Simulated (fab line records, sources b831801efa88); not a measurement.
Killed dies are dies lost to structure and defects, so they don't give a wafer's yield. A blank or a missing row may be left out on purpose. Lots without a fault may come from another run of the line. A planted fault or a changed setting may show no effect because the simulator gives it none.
fab line records | flow sky130
record lots=13 wafers=36 last_day=50
route steps=708 shown VT_ADJUST_LVTN@106 GATE_OXIDE@197 RES_PROTECT@212 POLY_GATE@230
lots that met no fault: from a run of the same line without faults
start_h: hours from the record's first day to the start of the lot's first wafer shown | wait_h: hours since the lot's step before | " the same as in the row above | L1.1+2: a row that stands for several wafers | - no value, or no start given | * or withheld: withheld | < > ~ a bound
route shown NAME@n: a module of which the file shows steps, and the number in the route of the first | usual: mean/standard deviation of fault-free wafers | same: alike in all rows | chamber/n: place in a boat | sites: the reading at each site | _std_site: their standard deviation | _edge_site: outer sites' mean less inner sites' | radius_mm: how far each site lies from the wafer's centre | mask NAME#n: copy n | behind: the tool/chamber that last shaped the wafer | hold: why the lot was held/for how many hours/how that ended | device: the transistor (n, p or np) that didn't switch | end of line: the same wafers' tests at the end of the route | a step without rows: its recipe alone | killed: dies lost to structure and defects at the first sort, not the wafer's yield | map: a wafer's dies, x killed, . not, _ none there
set.NAME: the setting as run; set.NAME@STEP: as run at that earlier step | model.NAME: the simulator's own value behind a step, which no gauge read
steps of the route over a sample of lots; a table a step, a row a wafer
services: from which hour (start_h, from the record's first day; less than 0 if before it) a tool's chamber was out of use, for how many hours, and why
## steps
# step SKY_VT_ADJUST_LVTN_STRIP_09
# recipe chemistry=O2/N2 power_w=1400 pressure_mtorr=1500 platen_temp_c=withheld o2_flow_sccm=3000 n2_flow_sccm=300 overash_fraction=0.5
# usual drypump_motor_current_A=5.7/0.46 oes_product_au=0.723/0.0042 strip_time_to_endpoint_s=36.90/0.1
# same overash_fraction=0.5
# columns lot.wafer tool chamber start_h wait_h drypump_motor_current_A oes_product_au rf_hours_counter_h strip_time_to_endpoint_s
L430.3 plasma_asher-01 0 148.64 0.1 5.3 0.723 - 36.71
L430.5 " 0 " " 5.3 0.725 - 36.89
L430.6 " 1 " " 5.7 0.727 - 36.84
L431.1 plasma_asher-01 1 157.27 0.2 5.7 0.718 36 36.99
L431.4 " 0 " " 5.3 0.719 - 36.96
L431.6 " 0 " " 5.3 0.722 - 37.01
L433.1 plasma_asher-02 0 168.42 0.1 6.6 0.715 1 36.95
L433.3 " 0 " " 6.6 0.718 - 36.86
L433.4 " 1 " " 5.4 0.720 - 36.90
L434.1 plasma_asher-01 1 178.01 0.1 5.7 0.720 39 37.01
L434.2 " 0 " " 5.3 0.716 39 36.92
L434.4 " 0 " " 5.3 0.725 - 37.03
L435.2 plasma_asher-02 1 178.02 0.1 5.4 0.726 3 36.99
L435.3 " 1 " " 5.4 0.724 - 36.96
L435.4 " 0 " " 6.6 0.721 - 36.94
L440.2 plasma_asher-01 0 211.05 0.1 5.3 0.721 42 36.86
L440.5 " 1 " " 5.7 0.726 - 36.89
L440.6 " 0 " " 5.3 0.723 - 36.85
L441.1 plasma_asher-02 1 219.85 0.1 5.5 0.727 7 36.82
L441.3 " 1 " " 5.5 0.722 - 36.77
L441.6 " 0 " " 6.6 0.729 - 36.85
L442.1 plasma_asher-02 1 223.82 0.1 5.4 0.729 8 36.74
L442.3 " 1 " " 5.4 0.724 - 36.83
L442.5 " 1 " " 5.4 0.722 - 36.91
L443.1 plasma_asher-01 1 231.75 0.1 5.7 0.727 45 36.93
L443.4 " 0 " " 5.3 0.721 - 36.96
L443.5 " 0 " " 5.3 0.718 - 36.86
L446.1 plasma_asher-02 0 259.50 0.1 6.6 0.720 12 36.83
L446.4 " 1 " " 5.4 0.723 - 36.91
L446.6 " 1 " " 5.5 0.720 - 36.86
L449.1 plasma_asher-01 0 272.07 0.1 5.3 0.728 48 37.07
L449.2 " 1 " " 5.7 0.723 48 36.98
L451.2 plasma_asher-02 1 285.20 0.1 5.4 0.718 14 37.04
L451.3 " 0 " " 6.6 0.735 - 37.03
L452.2 plasma_asher-01 1 296.65 0.1 5.7 0.715 51 36.86
L452.3 " 1 " " 5.8 0.727 - 36.72
# step SKY_GATE_OXIDE_OVL_MEAS_10
# usual GATE_OXIDE_OVL=0.0/1.4
# columns lot.wafer tool chamber start_h wait_h GATE_OXIDE_OVL[nm]
L430.3 overlay-02 - 316.90 0.1 -1.5
L430.5 " - " " -1.7
L430.6 " - " " 0.4
L431.1 overlay-01 - 330.59 0.1 -1.0
L431.4 " - " " -2.7
L431.6 " - " " -1.4
L433.1 overlay-02 - 344.62 0.1 0.7
L433.3 " - " " 0.0
L433.4 " - " " 0.4
L434.1 overlay-02 - 352.75 0.1 1.7
L434.2 " - " " 0.8
L434.4 " - " " 0.0
L435.2 overlay-02 - 358.77 0.1 -0.2
L435.3 " - " " -2.0
L435.4 " - " " -2.5
L440.2 overlay-02 - 402.64 0.1 -0.2
L440.5 " - " " 2.4
L440.6 " - " " -0.6
L441.1 overlay-02 - 411.92 0.1 2.8
L441.3 " - " " -0.3
L441.6 " - " " 2.3
L442.1 overlay-01 - 414.90 0.1 1.5
L442.3 " - " " 0.5
L442.5 " - " " -0.4
L443.1 overlay-01 - 429.00 0.1 0.0
L443.4 " - " " -2.8
L443.5 " - " " 0.1
L446.1 overlay-01 - 461.62 0.1 1.3
L446.4 " - " " 0.0
L446.6 " - " " 1.4
L449.1 overlay-02 - 474.25 0.1 1.2
L449.2 " - " " 1.3
L451.2 overlay-01 - 490.79 0.1 2.6
L451.3 " - " " 1.1
L452.2 overlay-01 - 504.14 0.1 -0.6
L452.3 " - " " -0.4
# step SKY_RES_PROTECT_DEVELOP_06
# recipe resist=NOVOLAK developer=TMAH develop_time_s=60 dev_temp_c=23
# usual resist_line_temp_C=22.98/0.095
# columns lot.wafer tool chamber start_h wait_h resist_line_temp_C
L430.3 litho_track-01 0 346.55 0.1 22.92
L430.5 " 0 " " 23.07
L430.6 " 0 " " 22.97
L431.1 litho_track-04 0 362.07 0.1 23.09
L431.4 " 0 " " 23.02
L431.6 " 0 " " 23.12
L433.1 litho_track-01 0 377.95 0.1 22.85
L433.3 " 0 " " 22.78
L433.4 " 0 " " 22.92
L435.2 litho_track-03 0 390.54 0.1 22.87
L435.3 " 0 " " 22.97
L435.4 " 0 " " 22.81
L434.1 litho_track-03 0 390.81 0.1 23.05
L434.2 " 0 " " 22.96
L434.4 " 0 " " 22.79
L440.2 litho_track-03 0 436.59 0.1 23.00
L440.5 " 0 " " 22.99
L440.6 " 0 " " 22.96
L441.1 litho_track-03 0 445.16 0.1 23.05
L441.3 " 0 " " 22.96
L441.6 " 0 " " 23.11
L442.1 litho_track-01 0 449.85 0.1 23.11
L442.3 " 0 " " 22.96
L442.5 " 0 " " 23.05
L443.1 litho_track-01 0 463.60 0.1 22.90
L443.4 " 0 " " 22.80
L443.5 " 0 " " 22.91
L446.1 litho_track-01 0 495.65 0.1 23.18
L446.4 " 0 " " 22.89
L446.6 " 0 " " 22.98
L449.1 litho_track-03 0 507.76 0.1 22.94
L449.2 " 0 " " 22.97
L451.2 litho_track-03 0 524.44 0.1 23.03
L451.3 " 0 " " 22.97
L452.2 litho_track-03 0 537.09 0.1 23.00
L452.3 " 0 " " 23.04
# step SKY_RES_PROTECT_TW_MEAS_08
# usual POLY_GATE_TW=4024/35
# columns lot.wafer tool chamber start_h wait_h POLY_GATE_TW
L430.3 film_metro-03 - 346.92 0.1 4001
L430.5 " - " " 4001
L430.6 " - " " 3979
L431.1 film_metro-04 - 362.47 0.1 4022
L431.4 " - " " 4020
L431.6 " - " " 4010
L433.1 film_metro-03 - 378.35 0.1 4003
L433.3 " - " " 3975
L433.4 " - " " 3982
L435.2 film_metro-04 - 390.92 0.1 4050
L435.3 " - " " 4057
L435.4 " - " " 4028
L434.1 film_metro-03 - 391.21 0.1 3984
L434.2 " - " " 4007
L434.4 " - " " 3969
L440.2 film_metro-04 - 436.97 0.1 4086
L440.5 " - " " 4096
L440.6 " - " " 4097
L441.1 film_metro-01 - 445.56 0.1 4011
L441.3 " - " " 4017
L441.6 " - " " 4021
L442.1 film_metro-04 - 450.25 0.1 4068
L442.3 " - " " 4069
L442.5 " - " " 4108
L443.1 film_metro-04 - 464.00 0.1 4060
L443.4 " - " " 4027
L443.5 " - " " 4039
L446.1 film_metro-03 - 496.05 0.1 4016
L446.4 " - " " 4010
L446.6 " - " " 4011
L449.1 film_metro-03 - 508.16 0.1 30
L449.2 " - " " 30
L451.2 film_metro-01 - 524.82 0.1 30
L451.3 " - " " 4012
L452.2 film_metro-04 - 537.47 0.1 30
L452.3 " - " " 4078
# step SKY_POLY_GATE_ETCH_16
# recipe stop_on=poly-Si chemistry=CH3F/O2 target=Si3N4 source_w=400 bias_w=80 pressure_mtorr=25 ch3f_flow_sccm=40 O2_flow_sccm=30 time_s=147.5 target_depth_a=750
# usual drypump_motor_current_A=5.8/0.36 oes_product_au=0.639/0.0053 throttle_valve_pct=10.534/0.0092
# columns lot.wafer tool chamber start_h wait_h drypump_motor_current_A oes_product_au rf_hours_counter_h throttle_valve_pct
L430.3 rie_diel-01 0 375.35 0.0 5.0 0.640 99 10.548
L430.5 " 1 " " 5.9 0.638 - 10.539
L430.6 " 0 " " 5.0 0.635 - 10.531
L431.1 rie_diel-04 0 393.06 0.0 6.0 0.638 89 10.543
L431.4 " 2 " " 5.6 0.636 - 10.530
L431.6 " 3 " " 5.7 0.637 - 10.525
L433.1 rie_diel-01 0 409.20 0.0 5.0 0.635 99 10.530
L433.3 " 2 " " 6.2 0.644 3 10.531
L433.4 " 0 " " 5.0 0.642 - 10.525
L434.1 rie_diel-04 2 422.61 0.0 5.6 0.638 11 10.537
L434.2 " 0 " " 6.0 0.645 89 10.539
L434.4 " 1 " " 5.3 0.632 1 10.530
L435.2 rie_diel-01 3 422.75 0.0 6.2 0.634 0 10.539
L435.3 " 2 " " 6.2 0.633 3 10.532
L435.4 " 0 " " 5.0 0.635 100 10.531
L440.2 rie_diel-01 1 470.35 0.0 5.9 0.628 84 10.548
L440.5 " 2 " " 6.2 0.644 - 10.533
L440.6 " 3 " " 6.3 0.638 - 10.544
L441.1 rie_diel-01 0 478.03 0.0 5.0 0.647 0 10.539
L441.3 " 1 " " 5.9 0.644 84 10.534
L441.6 " 0 " " 5.0 0.640 - 10.543
L442.1 rie_diel-02 3 482.16 0.0 5.9 0.645 48 10.527
L442.3 " 0 " " 5.8 0.642 7 10.531
L442.5 " 3 " " 5.9 0.631 - 10.524
L443.1 rie_diel-02 0 497.08 0.0 5.9 0.643 7 10.533
L443.4 " 3 " " 5.9 0.644 48 10.541
L443.5 " 2 " " 5.9 0.638 - 10.547
L446.1 rie_diel-01 0 528.75 0.0 5.0 0.630 1 10.532
L446.4 " 2 " " 6.2 0.636 - 10.536
L446.6 " 0 " " 5.0 0.635 - 10.531
L449.1 rie_diel-04 1 543.21 0.0 5.3 0.632 3 10.530
L449.2 " 3 " " 5.7 0.636 24 10.540
L451.2 rie_diel-02 0 561.70 0.0 5.9 0.644 8 10.529
L451.3 " 3 " " 5.9 0.632 50 10.530
L452.2 rie_diel-02 1 570.02 0.0 5.9 0.641 9 10.538
L452.3 " 3 " " 5.9 0.634 50 10.542
## services
# columns tool chamber start_h hours kind
rie_diel-04 1 140.65 19.8 repair
plasma_asher-02 - 148.01 12.0 repair
plasma_asher-02 - 212.40 3.1 repair
rie_diel-04 - 218.70 2.8 pm
rie_diel-04 3 226.63 2.4 repair
rie_diel-01 0 235.62 2.5 repair
plasma_asher-01 - 249.72 1.3 repair
rie_diel-02 0 266.83 9.9 repair
rie_diel-01 1 277.35 7.8 repair
rie_diel-01 0 277.88 4.5 repair
rie_diel-04 0 280.47 5.4 repair
rie_diel-02 3 328.73 6.3 repair
rie_diel-02 - 347.38 0.6 repair
rie_diel-02 0 351.36 3.3 repair
rie_diel-01 - 357.46 2.8 pm
rie_diel-02 0 360.68 4.4 repair
rie_diel-01 1 369.05 5.8 repair
rie_diel-02 0 386.39 26.6 repair
plasma_asher-01 - 401.25 3.0 repair
plasma_asher-02 - 420.11 7.4 repair
plasma_asher-02 - 448.04 21.6 pm
rie_diel-02 1 475.45 4.1 repair
plasma_asher-02 - 485.15 2.9 repair
rie_diel-01 3 492.55 31.3 repair
## key
first_sign step=SKY_RES_PROTECT_TW_MEAS_08 reading=POLY_GATE_TW direction=down sigmas=99+ usual=4024 struck=30
effect none on later readings
met_at SKY_RES_PROTECT_DEVELOP_06
struck_lots L449,L451,L452
struck_wafers L449.1,L449.2,L451.2,L452.2
tester_left_out L449,L451,L452
not_acting_at SKY_VT_ADJUST_LVTN_STRIP_09,SKY_GATE_OXIDE_OVL_MEAS_10,SKY_POLY_GATE_ETCH_16
onset_between 445.16 507.76
fault kind=process_parameter_drift tool=litho_track-03 chamber=- onset_h=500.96 steps=SKY_RES_PROTECT_DEVELOP_06 channel=develop_time_s offset=* shape=step end_h=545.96 scope=struck_wafers_only acts_in=* stated=*
# tester_left_out: of these lots the tester's yield and bins aren't shown, on N5 and GAA mostly nor the transistor test; their killed dies are dies lost to structure and defects alone, not to doping, threshold or leakage, so they don't give the yield
